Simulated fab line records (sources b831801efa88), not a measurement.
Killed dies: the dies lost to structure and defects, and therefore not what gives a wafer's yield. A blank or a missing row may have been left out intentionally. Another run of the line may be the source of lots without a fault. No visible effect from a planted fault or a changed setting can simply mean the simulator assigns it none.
Which of the tools did it? | flow gf180mcu | 42 wafers from 14 lots sampled at 4 of the route's 602 steps

WHAT THE GAUGES READ, wafer by wafer
GF_STI_CD_MEAS_12: target cd 220 nm. Usual: cd-nm 220.2 nm, standard deviation 1.3.
lot  | measured    | on        | cd-nm (nm)        | flag
L583 | day 2 07:01 | cd-sem-01 | 220.8 221.2 222.1 |
L584 | day 2 11:55 | cd-sem-02 | 220.3 219.3 221.4 |
L585 | day 2 17:34 | cd-sem-01 | 220.6 221.5 220.9 |
L588 | day 3 09:40 | cd-sem-02 | 218.4 218.3 218.1 |
L589 | day 3 14:51 | cd-sem-02 | 219.3 219.3 219.3 |
L590 | day 3 18:29 | cd-sem-01 | 219.6 220.1 220.5 |
L591 | day 3 23:43 | cd-sem-01 | 220.1 220.2 221.3 |
L592 | day 4 04:52 | cd-sem-02 | 219.3 218.0 220.5 |
L593 | day 4 09:32 | cd-sem-02 | 218.2 218.0 217.8 |
L595 | day 4 21:03 | cd-sem-02 | 220.0 220.9 221.1 |
L602 | day 6 09:09 | cd-sem-01 | 221.9 221.7 223.1 |
L603 | day 6 13:17 | cd-sem-02 | 219.5 219.9 218.5 |
L604 | day 6 18:54 | cd-sem-02 | 218.8 217.9 218.6 |
L605 | day 7 01:59 | cd-sem-01 | 221.0 220.7 222.6 |

GF_VT_IMPLANT_OVL_MEAS_29. Usual: VT_IMPLANT_02_OVL gives -0.2 nm (standard deviation 1.4).
lot  | measured     | on         | VT_IMPLANT_02_OVL (nm) | flag
L583 | day 7 05:04  | overlay-02 | -1.3 0.5 1.9           |
L584 | day 7 11:06  | overlay-01 | 0.2 2.0 2.0            |
L585 | day 7 19:18  | overlay-01 | -1.1 -1.9 -2.6         |
L588 | day 8 14:55  | overlay-01 | 1.9 0.1 -0.4           |
L589 | day 9 00:36  | overlay-01 | 1.3 0.5 0.0            |
L590 | day 9 05:35  | overlay-02 | 0.4 1.5 -1.7           |
L591 | day 9 10:50  | overlay-01 | -1.8 -1.7 -3.6         |
L592 | day 9 16:47  | overlay-02 | 2.9 0.1 -0.3           |
L593 | day 9 21:14  | overlay-01 | -1.4 -0.2 -0.7         |
L595 | day 10 13:21 | overlay-01 | -1.6 1.1 -1.1          |
L602 | day 12 10:27 | overlay-02 | 0.3 -0.4 0.6           |
L603 | day 12 16:46 | overlay-01 | -0.6 -0.4 -1.6         |
L604 | day 12 22:59 | overlay-01 | -1.1 -0.7 1.2          |
L605 | day 13 09:13 | overlay-02 | -1.6 -1.5 -0.9         |

EACH LOT AND THE TOOL THAT RAN IT (in order: tool; ch and the chambers of the sampled wafers; start)
lot  | GF_NWELL_DEVELOP_06              | GF_NWELL_STRIP_10
L583 | litho-track-02 ch 0, day 3 13:00 | plasma-asher-02 ch 0,1, day 3 14:14
L584 | litho-track-01 ch 0, day 3 17:00 | plasma-asher-03 ch 1, day 3 18:09
L585 | litho-track-02 ch 0, day 4 00:00 | plasma-asher-02 ch 0,1, day 4 00:47
L588 | litho-track-02 ch 0, day 4 16:00 | plasma-asher-01 ch 0,1, day 4 17:17
L589 | litho-track-02 ch 0, day 5 01:00 | plasma-asher-03 ch 0,1, day 5 02:26
L590 | litho-track-03 ch 0, day 5 05:00 | plasma-asher-02 ch 0,1, day 5 06:10
L591 | litho-track-02 ch 0, day 5 10:00 | plasma-asher-01 ch 0,1, day 5 10:52
L592 | litho-track-02 ch 0, day 5 14:00 | plasma-asher-01 ch 0,1, day 5 14:53
L593 | litho-track-03 ch 0, day 5 18:00 | plasma-asher-02 ch 0,1, day 5 18:28
L595 | litho-track-01 ch 0, day 6 07:00 | plasma-asher-03 ch 0,1, day 6 08:06
L602 | litho-track-01, day 7 20:00      | plasma-asher-02 ch 0,1, day 7 21:06
L603 | litho-track-01, day 8 03:00      | plasma-asher-02 ch 0,1, day 8 03:45
L604 | litho-track-01 ch 0, day 8 08:00 | plasma-asher-02 ch 0,1, day 8 08:39
L605 | litho-track-02 ch 0, day 8 15:00 | plasma-asher-03 ch 0,1, day 8 15:58
- GF_NWELL_DEVELOP_06: develop time 60 s.
- GF_NWELL_STRIP_10: strips in O2/N2.

AS READ BY THE TOOLS THEMSELVES (means over the sampled wafers that have a number; for cases with no such wafer, the mark the record gives instead)
GF_NWELL_DEVELOP_06. Usual: chill-plate-temp-C 23.01 C, standard deviation 0.099.
lot  | tool           | chill-plate-temp-C (C) | flag
L583 | litho-track-02 | 22.78                  |
L584 | litho-track-01 | 23.03                  |
L585 | litho-track-02 | 23.01                  |
L588 | litho-track-02 | 22.86                  |
L589 | litho-track-02 | 23.03                  |
L590 | litho-track-03 | 23.07                  |
L591 | litho-track-02 | 23.07                  |
L592 | litho-track-02 | 22.99                  |
L593 | litho-track-03 | 23.01                  |
L595 | litho-track-01 | 23.09                  |
L602 | litho-track-01 | -                      | OFF
L603 | litho-track-01 | -                      | OFF
L604 | litho-track-01 | 23.00                  |
L605 | litho-track-02 | 23.13                  |

GF_NWELL_STRIP_10. Usual: drypump-motor-current-A 5.4 A, standard deviation 0.49; heater-power-w 322 W, standard deviation 28; o2-flow-sccm 3000 sccm, standard deviation 9.5; oes-product-au 0.722 a.u., standard deviation 0.004; strip-time-to-endpoint-s 36.98 s, standard deviation 0.1.
lot  | tool            | drypump-motor-current-A (A) | heater-power-w (W) | o2-flow-sccm (sccm) | oes-product-au (a.u.) | strip-time-to-endpoint-s (s) | flag
L583 | plasma-asher-02 | 5.2                         | 339                | 2999                | 0.726                 | 36.76                        |
L584 | plasma-asher-03 | 5.6                         | 305                | 2989                | 0.721                 | 36.99                        |
L585 | plasma-asher-02 | 5.0                         | 311                | 2991                | 0.722                 | 36.98                        |
L588 | plasma-asher-01 | 6.1                         | 328                | 2998                | 0.723                 | 37.05                        |
L589 | plasma-asher-03 | 5.3                         | 312                | 3007                | 0.720                 | 36.81                        |
L590 | plasma-asher-02 | 4.9                         | 315                | 3001                | 0.720                 | 37.07                        |
L591 | plasma-asher-01 | 6.2                         | 341                | 3003                | 0.721                 | 37.08                        |
L592 | plasma-asher-01 | 6.1                         | 327                | 3006                | 0.722                 | 36.97                        |
L593 | plasma-asher-02 | 5.0                         | 314                | 3001                | 0.718                 | 36.98                        |
L595 | plasma-asher-03 | 5.4                         | 317                | 3013                | 0.725                 | 36.89                        |
L602 | plasma-asher-02 | 5.0                         | 312                | 2991                | 0.720                 | 37.05                        |
L603 | plasma-asher-02 | 5.2                         | 343                | 3004                | 0.722                 | 36.97                        |
L604 | plasma-asher-02 | 5.2                         | 342                | 2996                | 0.723                 | 37.01                        |
L605 | plasma-asher-03 | 5.5                         | 305                | 3011                | 0.725                 | 37.18                        |

THE ANSWER, worked out from the rows above alone
Rule: take the mean of a lot's wafers that have a number; if it is more than 3 standard deviations from the usual mean, the lot is off. A lot without any number at a reading at which 4 lots or more have one is off too. Any other lot the step has rows for is counted as sound. First the gauges in route order, then the tools' own readings, where a lot's mean is used as printed above. The first step at which some lot is off is used, and at that step the reading that is off furthest; a lot without a number counts as furthest.
Off, at GF_NWELL_DEVELOP_06 on chill-plate-temp-C: L602, L603. Without a number there: L602, L603.
If a tool, at that step or one of the process steps before it, ran each lot that is off and ran no sound lot following the first of them, it fits. No candidate that was tried fits.

WHAT HAD BEEN PUT IN BY THE SIMULATOR
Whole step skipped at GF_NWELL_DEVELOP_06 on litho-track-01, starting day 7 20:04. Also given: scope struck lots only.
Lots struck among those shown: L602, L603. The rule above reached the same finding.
